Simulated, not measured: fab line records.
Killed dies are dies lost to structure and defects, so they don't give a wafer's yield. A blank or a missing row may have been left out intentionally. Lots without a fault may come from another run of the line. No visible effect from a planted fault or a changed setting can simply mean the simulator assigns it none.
Comparing a struck lot with a sound one || flow sky130 || 21 out of 708 route steps
Sound: the wafers L549.1, L549.4, L549.5. Wafers struck: L559.1, L559.2, L559.3. At the end, the cause is stated.
At each step with rows: each side's tool, then ch and its chambers, then its first start. Under that, the readings that differ: sound wafers || struck wafers || difference of the means || sigmas: that difference in standard deviations of wafers without a fault.
alike: readings whose means differ by less than 2 such deviations, and words and numbers that are the same on both sides. not compared: withheld readings, readings that some wafer has no value for, bounds like >300 that may hide the same value, and numbers for which the record gives no deviation and whose values overlap.
The two part at a step that has a row with sigmas, a row that says differs or no value, or rows on one side only. Numbers that have no deviation but don't overlap get no sigmas and don't part them. A reading missing from all wafers of one side parts the sides only when that side holds two or more wafers.

first, 5 steps without rows for these wafers: SKY_VT_ADJUST_HVTP_COAT_02 (resist thk 1140 nm); SKY_VT_ADJUST_HVTP_SOFTBAKE_03 (time 60 s); SKY_VT_ADJUST_HVTP_EXPOSE_04 (exposes mask HVTPM, target cd 380 nm); SKY_VT_ADJUST_HVTP_PEB_05; SKY_VT_ADJUST_HVTP_DEVELOP_06 (develop time 60 s).
SKY_VT_ADJUST_HVTP_CD_MEAS_07 targets a cd of 380 nm.
  sound on cd sem-02, day 8 16:22; struck on cd sem-01, day 11 11:37
  alike: cd nm
SKY_VT_ADJUST_HVTP_OVL_MEAS_08:
  sound on overlay-02, day 8 16:29; struck on overlay-02, day 11 11:44
  alike: VT_ADJUST_HVTP_OVL
after that, 1 step had no rows for these wafers: SKY_VT_ADJUST_HVTP_IMPLANT_09.
SKY_VT_ADJUST_HVTP_STRIP_10: strips in O2/N2.
  sound on plasma asher-01 ch 0,1, day 8 16:40; struck on plasma asher-03 ch 0,1, day 11 11:55
{"reading": "strip time to endpoint s (s)", "sound": "14.15 14.17 14.14", "struck": "14.20 14.24 14.26", "difference": "+0.08", "sigmas": "+2"}
  alike: drypump motor current A, oes product au
  not compared: rf hours counter h
SKY_VT_ADJUST_HVTP_TW_MEAS_11:
  sound on film metro-01, day 8 16:46; struck on film metro-03, day 11 12:01
  alike: VT_ADJUST_HVTP_TW
then, 2 steps without rows for these wafers: SKY_VT_ADJUST_LVTN_DEHYDRATE_00 (time 60 s); SKY_VT_ADJUST_LVTN_HMDS_01 (prime time 60 s).
SKY_VT_ADJUST_LVTN_COAT_02: resist thk 3000 nm.
  sound on litho track-02 ch 0, day 9 02:38; struck on litho track-03 ch 0, day 11 23:28
{"reading": "model.coat_of_VT_ADJUST_LVTN_COAT_02.thk nm (nm)", "sound": "2994 2991 3003", "struck": "2175 2178 2165", "difference": -823, "sigmas": ""}
  alike: chill plate temp C
then, 3 steps without rows for these wafers: SKY_VT_ADJUST_LVTN_SOFTBAKE_03; SKY_VT_ADJUST_LVTN_EXPOSE_04 (exposes mask NWM COMPLEMENT LESS NATIVE, target cd 840 nm); SKY_VT_ADJUST_LVTN_PEB_05.
SKY_VT_ADJUST_LVTN_DEVELOP_06: develop time 60 s.
  sound on litho track-03 ch 0; struck on litho track-01 ch 0
{"reading": "model.coat_of_VT_ADJUST_LVTN_COAT_02.thk nm (nm)", "sound": "2990 2987 2999", "struck": "2171 2174 2161", "difference": -823, "sigmas": ""}
  alike: chill plate temp C
SKY_VT_ADJUST_LVTN_OVL_MEAS_07:
  sound on overlay-02, day 9 14:13; struck on overlay-02, day 12 11:13
  alike: VT_ADJUST_LVTN_OVL
after that, 1 step had no rows for these wafers: SKY_VT_ADJUST_LVTN_IMPLANT_08.
SKY_VT_ADJUST_LVTN_STRIP_09: strips in O2/N2.
  sound on plasma asher-04 ch 0,1, day 9 14:24; struck on plasma asher-03 ch 0,1, day 12 11:23
{"reading": "strip time to endpoint s (s)", "sound": "36.84 36.82 36.96", "struck": "27.38 27.41 27.28", "difference": -9.52, "sigmas": -79}
  alike: drypump motor current A, oes product au
  not compared: rf hours counter h
SKY_VT_ADJUST_LVTN_TW_MEAS_10:
  sound on film metro-04, day 9 14:30; struck on film metro-03, day 12 11:29
  alike: VT_ADJUST_LVTN_TW

WHERE THEY PART
Last at SKY_VT_ADJUST_LVTN_STRIP_09 as far as this record goes, first at SKY_VT_ADJUST_HVTP_STRIP_10. Later steps at which nothing parts them and some readings are alike: SKY_VT_ADJUST_LVTN_TW_MEAS_10.

WHY: what had been put in by the simulator
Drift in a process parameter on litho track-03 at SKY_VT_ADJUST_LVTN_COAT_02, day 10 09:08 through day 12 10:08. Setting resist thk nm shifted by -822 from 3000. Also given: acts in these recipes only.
